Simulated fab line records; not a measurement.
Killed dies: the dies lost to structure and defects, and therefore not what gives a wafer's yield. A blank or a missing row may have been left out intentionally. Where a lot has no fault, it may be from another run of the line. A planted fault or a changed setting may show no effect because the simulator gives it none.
What tool caused it? | flow gf180mcu | 13 lots with 38 wafers sampled at 5 steps, on a route of 602 steps

== WHAT THE GAUGES READ, wafer by wafer ==
GF_NSD_OVL_MEAS_08.
lot  | measured     | on         | NSD_OVL (nm)
L911 | day 13 05:26 | overlay-01 | -0.1 -0.8 1.8
L913 | day 14 05:43 | overlay-01 | 1.8 1.2 1.3
L915 | day 14 17:58 | overlay-02 | -2.0 -2.9 -2.0
L917 | day 15 12:48 | overlay-01 | -2.3 -1.9 -1.0
L916 | day 15 15:31 | overlay-01 | -1.1 -1.6 -1.6
L918 | day 16 03:07 | overlay-01 | 0.3 0.4 0.6
L920 | day 16 05:56 | overlay-01 | -0.4 -1.4 -1.4
L921 | day 16 22:40 | overlay-01 | -3.1 -1.3 -0.3
L923 | day 17 13:52 | overlay-02 | 0.9 1.3 -1.1
L924 | day 17 17:31 | overlay-01 | -0.1 -2.9
L932 | day 20 12:01 | overlay-01 | -1.7 -0.1 0.2
L933 | day 20 23:12 | overlay-01 | 1.9 -0.2 -1.2
L934 | day 21 01:45 | overlay-02 | -1.7 -1.0 -2.3

GF_PSD_CD_MEAS_07: the cd target is 400 nm.
lot  | measured     | on       | cdNm (nm)
L911 | day 14 01:28 | cdSem-01 | 402.1 401.9 399.1
L913 | day 15 02:39 | cdSem-02 | 396.3 397.7 398.4
L915 | day 15 15:43 | cdSem-02 | 399.9 398.6 399.7
L917 | day 16 10:54 | cdSem-02 | 399.7 398.6 399.2
L916 | day 16 13:30 | cdSem-02 | 395.6 398.1 397.4
L918 | day 17 01:24 | cdSem-02 | 396.4 398.6 397.6
L920 | day 17 04:04 | cdSem-01 | 401.6 400.9 399.8
L921 | day 17 21:07 | cdSem-02 | 394.1 397.6 395.8
L923 | day 18 13:05 | cdSem-01 | 398.8 399.4 401.6
L924 | day 18 16:52 | cdSem-01 | 408.9 402.4
L932 | day 21 13:06 | cdSem-02 | 400.8 400.6 402.2
L933 | day 21 22:27 | cdSem-01 | 400.4 397.7 397.1
L934 | day 22 01:24 | cdSem-02 | 401.1 399.5 400.2

GF_V1_OVL_MEAS_15.
lot  | measured     | on         | V1_OVL (nm)
L911 | day 17 22:49 | overlay-02 | -8 1 -2
L913 | day 19 03:20 | overlay-01 | 1 3 0
L915 | day 19 17:37 | overlay-01 | 0 -1 2
L917 | day 20 14:01 | overlay-02 | -5 -3 -6
L916 | day 20 16:10 | overlay-01 | -12 -7 -7
L918 | day 21 05:43 | overlay-01 | -3 -6 2
L920 | day 21 09:29 | overlay-01 | 0 -6 3
L921 | day 22 02:22 | overlay-02 | -5 -15 -9
L923 | day 22 18:27 | overlay-01 | 2 1 -3
L924 | day 22 21:31 | overlay-02 | 3 17
L932 | day 25 13:04 | overlay-01 | 2 0 3
L933 | day 25 22:15 | overlay-01 | -8 3 -1
L934 | day 25 23:12 | overlay-01 | 9 1 1

== WHAT TOOL EACH LOT RAN ON (gives the tool, then ch and the chambers of the sampled wafers, and finally the start) ==
lot  | GF_PSD_DEVELOP_06                | GF_M1_METAL_ETCH_16
L911 | lithoTrack-04 ch 0, day 14 01:20 | rieMetal-03 ch 0, day 16 22:09
L913 | lithoTrack-04 ch 0, day 15 02:27 | rieMetal-02 ch 0, day 18 01:50
L915 | lithoTrack-02 ch 0, day 15 15:34 | rieMetal-01 ch 0,1, day 18 15:39
L917 | lithoTrack-04 ch 0, day 16 10:45 | rieMetal-03 ch 0,1, day 19 13:02
L916 | lithoTrack-03 ch 0, day 16 13:21 | rieMetal-03 ch 0,1, day 19 14:23
L918 | lithoTrack-03 ch 0, day 17 01:15 | rieMetal-02 ch 0,1, day 20 04:47
L920 | lithoTrack-03 ch 0, day 17 03:55 | rieMetal-03 ch 0,1, day 20 07:38
L921 | lithoTrack-02 ch 0, day 17 20:58 | rieMetal-02 ch 0,1, day 21 01:29
L923 | lithoTrack-02 ch 0, day 18 12:56 | rieMetal-01 ch 0,1, day 21 17:56
L924 | lithoTrack-02 ch 0, day 18 16:43 | rieMetal-03 ch 1, day 21 20:50
L932 | lithoTrack-04 ch 0, day 21 12:57 | rieMetal-01 ch 0,1, day 24 13:47
L933 | lithoTrack-03 ch 0, day 21 22:18 | rieMetal-02 ch 0,1, day 24 22:39
L934 | lithoTrack-03 ch 0, day 22 01:15 | rieMetal-01 ch 0,1, day 25 00:20
- GF_PSD_DEVELOP_06: develop time 60 s.
- GF_M1_METAL_ETCH_16: etches the open film in Cl2/BCl3, stops on SiO2, target depth 750.8 nm, time 125.1 s.

== WHAT THE TOOLS THEMSELVES READ (means of the sampled wafers that have a number; where no wafer has one, the mark that the record gives instead) ==
GF_PSD_DEVELOP_06.
lot  | tool          | developerTempC (C)
L911 | lithoTrack-04 | 22.97
L913 | lithoTrack-04 | 22.95
L915 | lithoTrack-02 | 23.02
L917 | lithoTrack-04 | 23.07
L916 | lithoTrack-03 | 23.02
L918 | lithoTrack-03 | 22.92
L920 | lithoTrack-03 | 23.09
L921 | lithoTrack-02 | 23.11
L923 | lithoTrack-02 | 23.10
L924 | lithoTrack-02 | 22.98
L932 | lithoTrack-04 | 23.02
L933 | lithoTrack-03 | 22.96
L934 | lithoTrack-03 | 23.06

GF_M1_METAL_ETCH_16.
lot  | tool        | drypumpMotorCurrentA (A) | oesProductAu (a.u.) | rfFwdPowerW (W) | throttleValvePct (%)
L911 | rieMetal-03 | 5.5                      | 0.996               | 797.7           | 28.223
L913 | rieMetal-02 | 5.8                      | 0.988               | 795.4           | 28.236
L915 | rieMetal-01 | 6.4                      | 0.992               | 796.6           | 28.226
L917 | rieMetal-03 | 5.3                      | 0.991               | 797.6           | 28.225
L916 | rieMetal-03 | 5.2                      | 0.991               | 797.2           | 28.227
L918 | rieMetal-02 | 5.5                      | 0.988               | 796.4           | 28.237
L920 | rieMetal-03 | 5.2                      | 0.995               | 796.5           | 28.229
L921 | rieMetal-02 | 5.5                      | 0.981               | 795.5           | 28.228
L923 | rieMetal-01 | 6.1                      | 0.993               | 795.1           | 28.227
L924 | rieMetal-03 | 5.0                      | 0.990               | 798.6           | 28.227
L932 | rieMetal-01 | 6.4                      | 0.994               | 799.0           | 28.226
L933 | rieMetal-02 | 5.5                      | 0.982               | 796.6           | 28.231
L934 | rieMetal-01 | 6.2                      | 0.993               | 795.0           | 28.229

== THE ANSWER, worked out from the rows above alone ==
Rule: what is usual is taken from the lots themselves. Put in order of their means at a reading, lots are off if they are a third of the lots or fewer, leave a main group of 4 or more, and stand apart from it by a gap of 3 or more times the standard deviation of the main group's means; of several such gaps the widest counts. Not used: any main group whose means are identical at the precision the tables above print for the reading. A lot without any number at a reading at which 4 lots or more have one is off too. The other lots that the step has rows for count as sound. First the gauges in route order, then the tools' own readings, where a lot's mean is used as printed above. The first step at which some lot is off is used, and at that step the reading that is off furthest; a lot without a number counts as furthest.
Across all readings shown, no lot is off: no conclusion can be drawn from this.

== WHAT HAD BEEN PUT IN BY THE SIMULATOR ==
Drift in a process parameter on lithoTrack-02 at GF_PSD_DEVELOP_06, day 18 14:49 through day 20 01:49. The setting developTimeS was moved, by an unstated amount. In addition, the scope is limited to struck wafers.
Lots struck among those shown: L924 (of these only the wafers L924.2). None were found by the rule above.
